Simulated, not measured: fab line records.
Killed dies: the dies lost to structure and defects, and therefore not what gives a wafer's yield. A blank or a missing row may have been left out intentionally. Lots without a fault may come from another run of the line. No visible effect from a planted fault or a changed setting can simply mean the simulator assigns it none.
fab line records ; flow sky130
record: lots: 6; wafers: 18; lastDay: 50
route steps=708 shown FIELD_ISO@11 PAD_OPEN@708
lots untouched by any fault: they come from a run of this same line in which no faults occurred
startH: the number of hours between the record's first day and the start of the first shown wafer of the lot ; waitH: hours elapsed since this lot's preceding step ; " unchanged from the row above ; L1.1+2: one row covering several wafers at once ; - either no value or no given start ; * or withheld: withheld ; < > ~ a bound
route shown NAME@n: a module of which the file shows steps, and the number in the route of the first ; usual: the fault-free wafers' mean and standard deviation ; same: alike in all rows ; chamber/n: place in a boat ; sites: the reading at each site ; _std_site: standard deviation across them ; _edge_site: outer sites' mean less inner sites' ; radiusMm: how far each site lies from the wafer's centre ; mask NAME#n: copy n ; behind: the last tool/chamber to shape the wafer ; hold: why the lot went on hold/how many hours it stayed there/how the hold came to an end ; device: transistor that didn't switch, given as n, p or np ; end of line: at the end of the route, the tests of the same wafers ; where a step has no rows: the recipe by itself ; killed: count of dies lost to structure and defects at first sort (not the wafer's yield) ; map: shows each die of a wafer: x if killed, . if not, _ if none is there
set.NAME: the setting that was run; set.NAME@STEP: the one run at that earlier step ; model.NAME: the simulator's own value behind a step, which no gauge read
a table for each step, a row for each wafer; lots at some steps of the route
services: a tool's chamber out of use, with start hour (startH, from the record's first day; less than 0 if before it), hours out, and reason
== steps ==
step: SKY_FIELD_ISO_EXPOSE_10
recipe: maskId: FOM; na: 0.68; sourceShape: annular; sigmaInner: 0.4; sigmaOuter: 0.8; targetCdNm: 150; doseMj: 28
step: SKY_FIELD_ISO_PEB_11
recipe: pebTempC: withheld; pebTimeS: withheld; resist: KrF-thick
step: SKY_FIELD_ISO_DEVELOP_12
recipe: developTimeS: 60; resist: KrF-thick; devTempC: 21
step: SKY_FIELD_ISO_CD_MEAS_13
recipe: targetCdNm: 150
usual: cdNm: 149.6/1.2
lot.wafer;tool;chamber;startH;waitH;cdNm
L737.1;cdSem-01;-;32.92;-;149.7
L737.3;cdSem-01;-;32.92;-;151.2
L737.6;cdSem-01;-;32.92;-;150.9
L738.2;cdSem-02;-;40.27;-;148.2
L738.3;cdSem-02;-;40.27;-;149.2
L738.6;cdSem-02;-;40.27;-;148.4
L740.2;cdSem-01;-;49.27;-;148.3
L740.4;cdSem-01;-;49.27;-;150.7
L740.5;cdSem-01;-;49.27;-;149.4
L754.1;cdSem-01;-;121.40;-;149.1
L754.5;cdSem-01;-;121.40;-;148.9
L754.6;cdSem-01;-;121.40;-;149.5
L755.2;cdSem-01;-;126.39;-;149.9
L755.3;cdSem-01;-;126.39;-;150.1
L755.6;cdSem-01;-;126.39;-;148.7
L759.1;cdSem-02;-;151.05;-;149.2
L759.4;cdSem-02;-;151.05;-;149.9
L759.6;cdSem-02;-;151.05;-;149.8
step: SKY_FIELD_ISO_ETCH_14
recipe: chemistry: N2/H2; target: BARC; ionEnergyEv: 200; sourceW: 500; biasW: 100; pressureMtorr: 30; n2FlowSccm: 100; h2FlowSccm: 200; stopOn: SiO2; timeS: 45.9; targetDepthA: 600
usual: drypumpMotorCurrentA: 5.6/0.5; oesProductAu: 0.855/0.0052; throttleValvePct: 13.225/0.0093
lot.wafer;tool;chamber;startH;waitH;drypumpMotorCurrentA;oesProductAu;rfHoursCounterH;throttleValvePct
L737.1;rieDiel-03;0;33.04;0.1;6.6;0.854;5;13.228
L737.3;rieDiel-03;2;33.04;0.1;5.1;0.845;91;13.232
L737.6;rieDiel-03;0;33.04;0.1;6.6;0.854;-;13.220
L738.2;rieDiel-03;0;40.37;0.1;6.6;0.849;5;13.211
L738.3;rieDiel-03;3;40.37;0.1;5.5;0.843;158;13.222
L738.6;rieDiel-03;3;40.37;0.1;5.5;0.854;-;13.217
L740.2;rieDiel-03;2;49.37;0.1;5.1;0.861;91;13.235
L740.4;rieDiel-03;1;49.37;0.1;5.6;0.859;95;13.205
L740.5;rieDiel-03;1;49.37;0.1;5.5;0.854;-;13.230
L754.1;rieDiel-04;0;121.52;0.1;6.0;0.860;4;13.217
L754.5;rieDiel-04;0;121.52;0.1;5.9;0.856;-;13.229
L754.6;rieDiel-04;3;121.52;0.1;5.3;0.857;-;13.220
L755.2;rieDiel-03;2;126.49;0.1;5.1;0.857;92;13.214
L755.3;rieDiel-03;1;126.49;0.1;5.5;0.850;96;13.226
L755.6;rieDiel-03;1;126.49;0.1;5.5;0.850;-;13.225
L759.1;rieDiel-04;2;151.17;0.1;5.2;0.854;85;13.219
L759.4;rieDiel-04;3;151.17;0.1;5.3;0.854;4;13.209
L759.6;rieDiel-04;1;151.17;0.1;5.4;0.862;-;13.232
step: SKY_FIELD_ISO_ETCH_15
recipe: chemistry: CHF3/O2; targetDepthNm: 180; stopOn: Si; sourceW: 600; biasW: 200; pressureMtorr: 40; chf3FlowSccm: 50; O2_flow_sccm: 5; timeS: 72
usual: drypumpMotorCurrentA: 5.6/0.5; oesProductAu: 0.947/0.0074; throttleValvePct: 8.844/0.0091
lot.wafer;tool;chamber;startH;waitH;drypumpMotorCurrentA;oesProductAu;rfHoursCounterH;throttleValvePct
L737.1;rieDiel-03;0;33.08;0.0;6.6;0.944;5;8.837
L737.3;rieDiel-03;2;33.08;0.0;5.1;0.946;91;8.854
L737.6;rieDiel-03;0;33.08;0.0;6.6;0.947;-;8.836
L738.2;rieDiel-03;0;40.42;0.0;6.6;0.953;5;8.836
L738.3;rieDiel-03;3;40.42;0.0;5.5;0.962;158;8.838
L738.6;rieDiel-03;3;40.42;0.0;5.5;0.954;-;8.848
L740.2;rieDiel-03;2;49.42;0.0;5.1;0.939;91;8.838
L740.4;rieDiel-03;1;49.42;0.0;5.5;0.946;95;8.847
L740.5;rieDiel-03;1;49.42;0.0;5.5;0.944;-;8.842
L754.1;rieDiel-04;0;121.57;0.0;5.9;0.936;4;8.836
L754.5;rieDiel-04;0;121.57;0.0;5.9;0.947;-;8.863
L754.6;rieDiel-04;3;121.57;0.0;5.3;0.932;-;8.839
L755.2;rieDiel-03;2;126.53;0.0;5.1;0.938;92;8.842
L755.3;rieDiel-03;1;126.53;0.0;5.5;0.938;96;8.854
L755.6;rieDiel-03;1;126.53;0.0;5.5;0.936;-;8.852
L759.1;rieDiel-04;2;151.22;0.0;5.2;0.943;85;8.846
L759.4;rieDiel-04;3;151.22;0.0;5.3;0.948;4;8.846
L759.6;rieDiel-04;1;151.22;0.0;5.3;0.942;-;8.832
step: SKY_FIELD_ISO_STRIP_16
recipe: chemistry: O2/N2; powerW: 1400; pressureMtorr: 1500; platenTempC: withheld; o2FlowSccm: 3000; n2FlowSccm: 300; overashFraction: 0.5
usual: drypumpMotorCurrentA: 5.5/0.41; oesProductAu: 0.379/0.0049; stripTimeToEndpointS: 3.56/0.049
lot.wafer;tool;chamber;startH;waitH;drypumpMotorCurrentA;oesProductAu;rfHoursCounterH;stripTimeToEndpointS
L737.1;plasmaAsher-03;1;33.14;0.0;5.1;0.379;35;3.53
L737.3;plasmaAsher-03;1;33.14;0.0;5.1;0.375;-;3.54
L737.6;plasmaAsher-03;1;33.14;0.0;5.1;0.373;-;3.53
L738.2;plasmaAsher-03;1;40.47;0.0;5.1;0.376;36;3.54
L738.3;plasmaAsher-03;0;40.47;0.0;6.1;0.384;-;3.54
L738.6;plasmaAsher-03;1;40.47;0.0;5.1;0.386;-;3.56
L740.2;plasmaAsher-01;0;49.47;0.0;5.7;0.372;35;3.52
L740.4;plasmaAsher-01;0;49.47;0.0;5.7;0.382;-;3.61
L740.5;plasmaAsher-01;1;49.47;0.0;5.0;0.374;-;3.58
L754.1;plasmaAsher-02;0;121.62;0.0;5.7;0.382;45;3.53
L754.5;plasmaAsher-02;0;121.62;0.0;5.7;0.381;-;3.57
L754.6;plasmaAsher-02;1;121.62;0.0;5.8;0.374;-;3.48
L755.2;plasmaAsher-02;0;126.59;0.0;5.7;0.374;45;3.51
L755.3;plasmaAsher-02;1;126.59;0.0;5.8;0.383;-;3.60
L755.6;plasmaAsher-02;0;126.59;0.0;5.7;0.382;-;3.60
L759.1;plasmaAsher-03;0;151.27;0.0;6.1;0.383;4;3.51
L759.4;plasmaAsher-03;0;151.27;0.0;6.0;0.368;-;3.48
L759.6;plasmaAsher-03;0;151.27;0.0;6.1;0.370;-;3.49
step: SKY_FIELD_ISO_ETCH_17
recipe: targetDepthA: 3420; maskMaterial: Si3N4; chemistry: HBr/Cl2/O2; target: Si; taperDeg: 5; icpW: 600; biasW: 150; pressureMtorr: 15; HBr_flow_sccm: 150; Cl2_flow_sccm: 40; O2_flow_sccm: 6; timeS: 97.7
usual: drypumpMotorCurrentA: 5.9/0.47; oesProductAu: 0.993/0.014; throttleValvePct: 25.661/0.013
lot.wafer;tool;chamber;startH;waitH;drypumpMotorCurrentA;oesProductAu;rfHoursCounterH;throttleValvePct
L737.1;rieSi-01;0;33.24;0.1;6.4;1.004;49;25.650
L737.3;rieSi-01;2;33.24;0.1;5.0;1.008;43;25.643
L737.6;rieSi-01;0;33.24;0.1;6.4;1.005;-;25.644
L738.2;rieSi-01;1;40.57;0.1;6.0;0.986;5;25.663
L738.3;rieSi-01;3;40.57;0.1;6.5;1.020;14;25.640
L738.6;rieSi-01;2;40.57;0.1;5.0;1.000;-;25.655
L740.2;rieSi-02;2;49.57;0.1;5.8;0.979;2;25.662
L740.4;rieSi-02;0;49.57;0.1;6.2;0.973;39;25.665
L740.5;rieSi-02;2;49.57;0.1;5.8;0.979;-;25.660
L754.1;rieSi-02;0;121.72;0.1;6.2;0.974;39;25.670
L754.5;rieSi-02;3;121.72;0.1;6.0;0.984;-;25.659
L754.6;rieSi-02;2;121.72;0.1;5.8;0.991;-;25.667
L755.2;rieSi-01;2;126.69;0.1;5.0;0.991;44;25.678
L755.3;rieSi-01;3;126.69;0.1;6.5;1.020;15;25.635
L755.6;rieSi-01;0;126.69;0.1;6.5;1.000;-;25.671
L759.1;rieSi-02;1;151.37;0.1;5.4;0.985;9;25.669
L759.4;rieSi-02;0;151.37;0.1;6.1;0.979;39;25.686
L759.6;rieSi-02;3;151.37;0.1;5.9;0.982;-;25.670
step: SKY_FIELD_ISO_WET_ETCH_18
recipe: chemistry: H3PO4; targetDepthNm: 25; tempC: 160; target: Si3N4; timeS: 286
step: SKY_FIELD_ISO_CLEAN_19
recipe: chemistry: SC1/SC2; mix: 1:4:20; tempC: 70; timeS: 150
step: SKY_FIELD_ISO_CLEAN_20
recipe: chemistry: dHF; timeS: 20; dilution: 100:1
step: SKY_FIELD_ISO_WET_ETCH_21
recipe: chemistry: dHF; dilution: 100:1; targetDepthNm: 20; dry: ipaMarangoni; target: SiO2; tempC: 25; timeS: 400
step: SKY_FIELD_ISO_OXIDATION_22
recipe: tempC: 950; ambient: O2; stabiliseS: 600; purgeS: 300; targetThkA: 100; oxTimeS: 623
usual: zonePowerTopPct: 39.5/1.3
lot.wafer;tool;chamber;startH;waitH;zonePowerTopPct;model.SiO2_of_FIELD_ISO_OXIDATION_22.thkNm
L737.1;furnace-01;0;33.59;0.0;40.0;9.775
L737.3;furnace-01;0;33.59;0.0;40.9;9.687
L737.6;furnace-01;0;33.59;0.0;41.1;9.753
L738.2;furnace-02;0;41.34;0.4;38.3;10.12
L738.3;furnace-02;0;41.34;0.4;38.3;9.922
L738.6;furnace-02;0;41.34;0.4;38.5;10.07
L740.2;furnace-01;0;52.08;2.2;40.9;9.941
L740.4;furnace-01;0;52.08;2.2;40.7;9.899
L740.5;furnace-01;0;52.08;2.2;40.2;9.981
L754.1;furnace-01;0;122.09;0.0;40.4;4.112
L754.5;furnace-01;0;122.09;0.0;40.8;4.035
L754.6;furnace-01;0;122.09;0.0;40.2;4.123
L755.2;furnace-01;0;129.56;2.5;40.2;4.103
L755.3;furnace-01;0;129.56;2.5;40.3;4.157
L755.6;furnace-01;0;129.56;2.5;40.2;4.069
L759.1;furnace-02;0;154.41;2.7;38.1;9.868
L759.4;furnace-02;0;154.41;2.7;37.5;9.748
L759.6;furnace-02;0;154.41;2.7;38.2;9.821
step: SKY_FIELD_ISO_THK_MEAS_23
recipe: reads: SiO2_of_FIELD_ISO_OXIDATION_22
usual: FIELD_ISO_OXIDATION_01_THK: 9.90/0.2
lot.wafer;tool;chamber;startH;waitH;FIELD_ISO_OXIDATION_01_THK[nm]
L737.1;filmMetro-03;-;34.76;0.0;9.75
L737.3;filmMetro-03;-;34.76;0.0;9.66
L737.6;filmMetro-03;-;34.76;0.0;9.81
L738.2;filmMetro-01;-;42.53;0.0;10.08
L738.3;filmMetro-01;-;42.53;0.0;9.97
L738.6;filmMetro-01;-;42.53;0.0;9.99
L740.2;filmMetro-01;-;53.28;0.0;9.90
L740.4;filmMetro-01;-;53.28;0.0;9.88
L740.5;filmMetro-01;-;53.28;0.0;9.97
L754.1;filmMetro-03;-;123.26;0.0;4.09
L754.5;filmMetro-03;-;123.26;0.0;4.05
L754.6;filmMetro-03;-;123.26;0.0;4.11
L755.2;filmMetro-04;-;130.74;0.0;4.12
L755.3;filmMetro-04;-;130.74;0.0;4.17
L755.6;filmMetro-04;-;130.74;0.0;4.04
L759.1;filmMetro-04;-;155.59;0.0;9.87
L759.4;filmMetro-04;-;155.59;0.0;9.73
L759.6;filmMetro-04;-;155.59;0.0;9.85
step: SKY_FIELD_ISO_CVD_24
recipe: material: SiO2; targetThkNm: 595; tempC: 650; sigmaOpenFrac: 0.3; timeS: 99.2; sih4FlowSccm: 60; pressureMtorr: 6
step: SKY_PAD_OPEN_PROBE_99
usual: killed_at_M0_to_M3: 43/6.6; killed_at_M4_up: 3.0/1.8; killedAtContacts: 24/5.1; killedAtFrontEnd: 16/4.5; killedAtOther: 0.3/0.67; killedDies: 86/9.3; killedOpen: 47/6.9; killedShort: 39/6.6
same: grossDies: 492; killedAtBackSide: 0
lot.wafer;tool;chamber;startH;waitH;killed_at_M0_to_M3;killed_at_M4_up;killedAtContacts;killedAtFrontEnd;killedAtOther;killedDies;killedOpen;killedShort;model.etest.diodeNdiffFingers.leakLog10ACm2;model.etest.diodePdiffFingers.leakLog10ACm2;model.etest.sramNfetPass.offLog10AUm;model.etest.nfet_01v8.offLog10AUm
L737.1;prober-02;-;1064.98;0.1;38;1;28;9;0;76;39;35;-6.559;-6.699;-12.71;-13.28
L737.3;prober-02;-;1065.08;0.2;39;3;28;13;0;83;48;34;-6.69;-6.352;-12.3;-13.05
L737.6;prober-02;-;1065.23;0.2;39;6;13;9;0;67;33;34;-6.765;-6.608;-12.69;-13.25
L738.2;prober-02;-;1081.28;0.1;40;3;16;14;0;73;47;26;-6.915;-6.452;-13.01;-13.41
L738.3;prober-02;-;1081.33;0.2;32;2;22;12;0;68;36;30;-6.921;-6.51;-12.81;-13.27
L738.6;prober-02;-;1081.48;0.2;51;5;21;17;0;94;45;44;-6.327;-6.581;-12.87;-13.36
L740.2;prober-02;-;1103.67;0.1;37;5;24;8;0;74;40;34;-6.547;-6.59;-12.4;-13.46
L740.4;prober-02;-;1103.77;0.2;45;4;20;22;2;93;51;40;-6.97;-6.337;-12.65;-13.33
L740.5;prober-02;-;1103.82;0.2;42;4;20;18;2;86;52;29;-6.663;-6.551;-12.79;-13.39
L754.1;prober-02;-;1174.98;0.1;38;1;27;22;2;90;49;41;-6.223;-5.86;-12.46;-13.1
L754.5;prober-02;-;1175.18;0.2;48;5;21;14;0;88;52;36;-6.191;-5.903;-12.51;-13.23
L754.6;prober-02;-;1175.23;0.2;55;2;25;20;0;102;59;42;-6.372;-6.163;-12.17;-13.18
L755.2;prober-01;-;1188.78;0.1;34;3;19;18;0;74;38;36;-5.805;-6.021;-12.36;-13.22
L755.3;prober-01;-;1188.83;0.2;56;4;29;18;0;107;61;46;-6.606;-6.147;-12.26;-13.11
L755.6;prober-01;-;1188.98;0.2;46;3;33;17;0;99;54;45;-6.311;-5.965;-11.95;-13.12
L759.1;prober-02;-;1197.90;0.1;49;2;32;18;0;101;59;42;-6.921;-6.615;-12.28;-13.33
L759.4;prober-02;-;1198.05;0.2;45;3;28;16;0;92;38;53;-6.665;-6.902;-12.84;-13.33
L759.6;prober-02;-;1198.15;0.2;35;0;19;17;0;71;45;26;-6.516;-6.773;-12.21;-13.29
killed by level:class
L737.1 CONTACT:geometricParticle:open=10 VIA3:geometricParticle:open=8 LI_CONTACT:geometricParticle:open=7 VIA1:geometricParticle:open=7 VIA1:geometricParticle:short=6 CONTACT:geometricParticle:short=6 METAL1:geometricParticle:short=4 VIA3:geometricParticle:short=4
L737.3 VIA3:geometricParticle:open=10 VIA1:geometricParticle:open=8 CONTACT:geometricParticle:open=7 VIA2:geometricParticle:open=7 LI_CONTACT:geometricParticle:open=6 LI_CONTACT:geometricParticle:short=6 FIELD_ISO:geometricParticle:open=5 CONTACT:geometricParticle:short=5
L737.6 VIA1:geometricParticle:open=10 VIA3:geometricParticle:open=6 CONTACT:geometricParticle:open=6 VIA2:geometricParticle:short=6 VIA3:geometricParticle:short=5 METAL4:geometricParticle:short=4 FIELD_ISO:geometricParticle:open=3 POLY_CUT:geometricParticle:short=3
L738.2 VIA1:geometricParticle:open=14 VIA3:geometricParticle:open=9 CONTACT:geometricParticle:open=5 FIELD_ISO:geometricParticle:open=4 LI_CONTACT:geometricParticle:open=4 LOCAL_INTERCONNECT:geometricParticle:short=4 FIELD_ISO:geometricParticle:short=3 POLY_GATE:geometricParticle:open=3
L738.3 LI_CONTACT:geometricParticle:open=7 CONTACT:geometricParticle:open=7 FIELD_ISO:geometricParticle:open=5 VIA1:geometricParticle:open=5 VIA2:geometricParticle:open=5 VIA3:geometricParticle:short=5 VIA2:geometricParticle:short=4 CONTACT:geometricParticle:short=4
L738.6 VIA1:geometricParticle:open=10 METAL1:geometricParticle:short=9 FIELD_ISO:geometricParticle:open=7 METAL2:geometricParticle:short=7 VIA3:geometricParticle:open=6 CONTACT:geometricParticle:open=6 LI_CONTACT:geometricParticle:open=5 CONTACT:geometricParticle:short=5
L740.2 VIA1:geometricParticle:open=9 LOCAL_INTERCONNECT:geometricParticle:short=8 LI_CONTACT:geometricParticle:open=6 VIA2:geometricParticle:open=6 CONTACT:geometricParticle:open=5 METAL3:geometricParticle:short=5 VIA2:geometricParticle:short=4 VIA3:geometricParticle:open=4
L740.4 VIA1:geometricParticle:open=11 CONTACT:geometricParticle:open=9 METAL2:geometricParticle:short=9 POLY_GATE:geometricParticle:open=8 VIA2:geometricParticle:open=8 POLY_GATE:geometricParticle:short=7 FIELD_ISO:geometricParticle:open=5 CONTACT:geometricParticle:short=5
L740.5 CONTACT:geometricParticle:open=9 VIA1:geometricParticle:open=8 VIA2:geometricParticle:open=8 FIELD_ISO:geometricParticle:open=6 METAL1:geometricParticle:short=6 VIA3:geometricParticle:open=6 POLY_GATE:geometricParticle:short=5 POLY_GATE:geometricParticle:open=4
L754.1 LI_CONTACT:geometricParticle:open=10 CONTACT:geometricParticle:open=8 FIELD_ISO:geometricParticle:open=7 FIELD_ISO:geometricParticle:short=7 VIA1:geometricParticle:open=7 LOCAL_INTERCONNECT:geometricParticle:short=5 VIA1:geometricParticle:short=5 VIA2:geometricParticle:open=5
L754.5 VIA1:geometricParticle:open=11 VIA3:geometricParticle:open=8 VIA2:geometricParticle:open=8 POLY_GATE:geometricParticle:open=5 LI_CONTACT:geometricParticle:open=5 CONTACT:geometricParticle:open=5 METAL2:geometricParticle:short=5 LOCAL_INTERCONNECT:geometricParticle:short=4
L754.6 VIA1:geometricParticle:open=13 METAL2:geometricParticle:short=12 CONTACT:geometricParticle:open=10 LI_CONTACT:geometricParticle:open=7 VIA2:geometricParticle:open=7 VIA3:geometricParticle:open=6 FIELD_ISO:geometricParticle:open=5 VIA1:geometricParticle:short=5
L755.2 CONTACT:geometricParticle:open=7 VIA1:geometricParticle:open=7 POLY_GATE:geometricParticle:open=6 VIA1:geometricParticle:short=6 CONTACT:geometricParticle:short=5 METAL2:geometricParticle:short=5 LOCAL_INTERCONNECT:geometricParticle:short=4 POLY_GATE:geometricParticle:short=3
L755.3 VIA1:geometricParticle:open=13 VIA2:geometricParticle:open=10 CONTACT:geometricParticle:open=10 VIA3:geometricParticle:open=9 LI_CONTACT:geometricParticle:open=7 LOCAL_INTERCONNECT:geometricParticle:short=6 METAL1:geometricParticle:short=6 VIA1:geometricParticle:short=6
L755.6 VIA1:geometricParticle:open=13 LI_CONTACT:geometricParticle:short=11 CONTACT:geometricParticle:open=11 VIA3:geometricParticle:open=7 METAL1:geometricParticle:short=5 VIA2:geometricParticle:open=5 FIELD_ISO:geometricParticle:open=4 POLY_GATE:geometricParticle:open=4
L759.1 VIA1:geometricParticle:open=16 LI_CONTACT:geometricParticle:open=12 CONTACT:geometricParticle:open=10 VIA2:geometricParticle:open=7 VIA1:geometricParticle:short=6 METAL1:geometricParticle:short=6 FIELD_ISO:geometricParticle:short=5 LOCAL_INTERCONNECT:geometricParticle:short=5
L759.4 METAL1:geometricParticle:short=12 CONTACT:geometricParticle:open=11 LI_CONTACT:geometricParticle:open=6 VIA2:geometricParticle:open=6 FIELD_ISO:geometricParticle:short=5 CONTACT:geometricParticle:short=5 VIA2:geometricParticle:short=5 FIELD_ISO:geometricParticle:open=4
L759.6 CONTACT:geometricParticle:open=7 POLY_GATE:geometricParticle:short=7 VIA1:geometricParticle:open=7 VIA2:geometricParticle:open=7 VIA3:geometricParticle:open=6 LI_CONTACT:geometricParticle:open=6 METAL2:geometricParticle:short=6 METAL1:geometricParticle:short=4
== services ==
tool;chamber;startH;hours;kind
plasmaAsher-01;-;26.63;5.6;repair
rieSi-01;1;27.28;7.4;repair
plasmaAsher-03;-;29.00;1.6;repair
rieSi-02;-;30.85;3.1;repair
furnace-02;-;45.94;3.5;pm
rieSi-01;1;51.53;4.8;repair
furnace-01;-;53.26;3.5;pm
furnace-02;-;63.46;3.1;pm
rieSi-02;1;71.98;12.8;repair
rieDiel-04;3;74.89;2.5;repair
rieDiel-04;0;76.01;19.0;repair
rieDiel-04;1;80.61;5.3;repair
rieDiel-04;3;92.66;8.0;repair
plasmaAsher-02;-;94.04;2.8;pm
plasmaAsher-03;-;108.75;9.0;pm
plasmaAsher-03;-;110.15;2.1;repair
rieDiel-04;-;120.28;0.5;repair
plasmaAsher-03;-;125.23;1.4;repair
rieDiel-03;3;125.26;-;clean
rieDiel-03;3;125.26;18.0;scheduledDown
furnace-02;-;125.73;4.0;pm
furnace-01;-;130.73;7.6;pm
plasmaAsher-02;-;143.26;14.6;pm
rieSi-01;1;153.74;2.9;repair
== key ==
firstSign: step: SKY_FIELD_ISO_THK_MEAS_23; reading: FIELD_ISO_OXIDATION_01_THK; direction: down; sigmas: 29; usual: 9.90; struck: 4.10
effect none on later readings
modelEffect: step: SKY_FIELD_ISO_OXIDATION_22; value: SiO2_of_FIELD_ISO_OXIDATION_22.thkNm; without: 9.798; struck: 4.1
modelEffect: step: SKY_PAD_OPEN_PROBE_99; value: etest.diodeNdiffFingers.leakLog10ACm2; without: -6.675; struck: -6.251
metAt SKY_FIELD_ISO_OXIDATION_22
struckWafers L754.1,L754.5,L754.6,L755.2,L755.3,L755.6
testerLeftOut L754,L755
onsetBetween 52.08 122.09
alsoFits SKY_FIELD_ISO_STRIP_16:plasmaAsher-02
fault: kind: processParameterDrift; tool: furnace-01; chamber: -; onsetH: 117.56; steps: SKY_FIELD_ISO_OXIDATION_22; channel: oxTimeS; offset: *; shape: step; endH: 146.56; actsIn: *; stated: *
testerLeftOut: of these lots the tester's yield and bins aren't shown, on N5 and GAA mostly nor the transistor test; their killed dies are dies lost to structure and defects alone, not to doping, threshold or leakage, so they don't give the yield
